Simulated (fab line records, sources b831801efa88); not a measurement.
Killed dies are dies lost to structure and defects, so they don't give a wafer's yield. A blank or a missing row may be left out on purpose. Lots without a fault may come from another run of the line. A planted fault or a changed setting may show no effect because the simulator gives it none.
A struck lot beside a sound one | flow gf180mcu | 14 steps out of a route of 602
Sound: wafers L294.2, L294.3, L294.4. Struck: wafers L288.4, L288.5, L288.6. The cause comes at the end.
At each step with rows: each side's tool, then ch and its chambers, then its first start. Under that, the readings that differ: sound wafers | struck wafers | difference of the means | sigmas: that difference in standard deviations of wafers without a fault.
alike: readings whose means differ by less than 2 such deviations, and words and numbers that are the same on both sides. not compared: withheld readings, readings that some wafer has no value for, bounds like >300 that may hide the same value, and numbers for which the record gives no deviation and whose values overlap.
The two part at a step that has a row with sigmas, a row that says differs or no value, or rows on one side only. Numbers that don't overlap but have no deviation are shown without sigmas and don't part them. A reading that every wafer of one side lacks parts them only if that side has two wafers or more.

first, 4 steps without rows for these wafers: GF_HV_LDD_SOFTBAKE_42 (time 60 s); GF_HV_LDD_EXPOSE_43 (exposes mask Pplus HV AREA, target cd 400 nm); GF_HV_LDD_PEB_44; GF_HV_LDD_DEVELOP_45 (develop time 60 s).
GF_HV_LDD_CD_MEAS_46: target cd 400 nm.
  sound on cd_sem-01, day 17 13:54; struck on cd_sem-01, day 15 15:31
  alike: cd_nm
GF_HV_LDD_OVL_MEAS_47:
  sound on overlay-02, day 17 14:01; struck on overlay-01, day 15 15:36
  alike: HV_LDD_03_OVL
then, 1 step without rows for these wafers: GF_HV_LDD_IMPLANT_48.
GF_HV_LDD_STRIP_49: strips in O2/N2.
  sound on plasma_asher-01 ch 0,1, day 17 14:11; struck on plasma_asher-01 ch 0,1, day 15 15:48
  alike: drypump_motor_current_A, heater_power_w, oes_product_au, strip_time_to_endpoint_s
  not compared: rf_hours_counter_h
GF_HV_LDD_TW_MEAS_50:
  sound on film_metro-03, day 17 14:18; struck on film_metro-04, day 15 15:54
  alike: HV_LDD_4_TW
then, 1 step without rows for these wafers: GF_HV_LDD_CLEAN_51 (cleans in SC1/SC2, time 150 s).
GF_HV_LDD_RTA_52: time 10 s.
  sound on rtp_anneal-02 ch 0, day 17 14:25; struck on rtp_anneal-01 ch 0, day 15 16:01
  alike: lamp_power_pct, wafer_temp_C_max
GF_HV_LDD_RS_MEAS_53: measures by four-point-probe.
  sound on film_metro-03, day 17 14:29; struck on film_metro-01, day 15 16:07
  reading            | sound             | struck            | difference | sigmas
  HV_LDD_RS (ohm/sq) | 417.9 417.8 417.6 | 420.7 420.3 420.7 | +2.8       | +3
GF_HV_LDD_CVD_54: deposits SiO2 from TEOS, target thk 10 nm, time 75 s.
  sound on lpcvd-02 ch 1, day 17 14:35; struck on lpcvd-02 ch 0, day 15 16:10
  no value came back on the struck wafers for pressure_mtorr (mTorr), spike_tc_bottom_C (C); on the sound wafers pressure_mtorr (mTorr) reads 400.4 399.7 400.4
then, 1 step without rows for these wafers: GF_HV_LDD_CVD_56 (deposits Si3N4 from DCS/NH3, target thk 90 nm, time 1543 s).

WHERE THEY PART
First at GF_HV_LDD_RS_MEAS_53; last, within this record, at GF_HV_LDD_CVD_54.

WHY: what the simulator had put in
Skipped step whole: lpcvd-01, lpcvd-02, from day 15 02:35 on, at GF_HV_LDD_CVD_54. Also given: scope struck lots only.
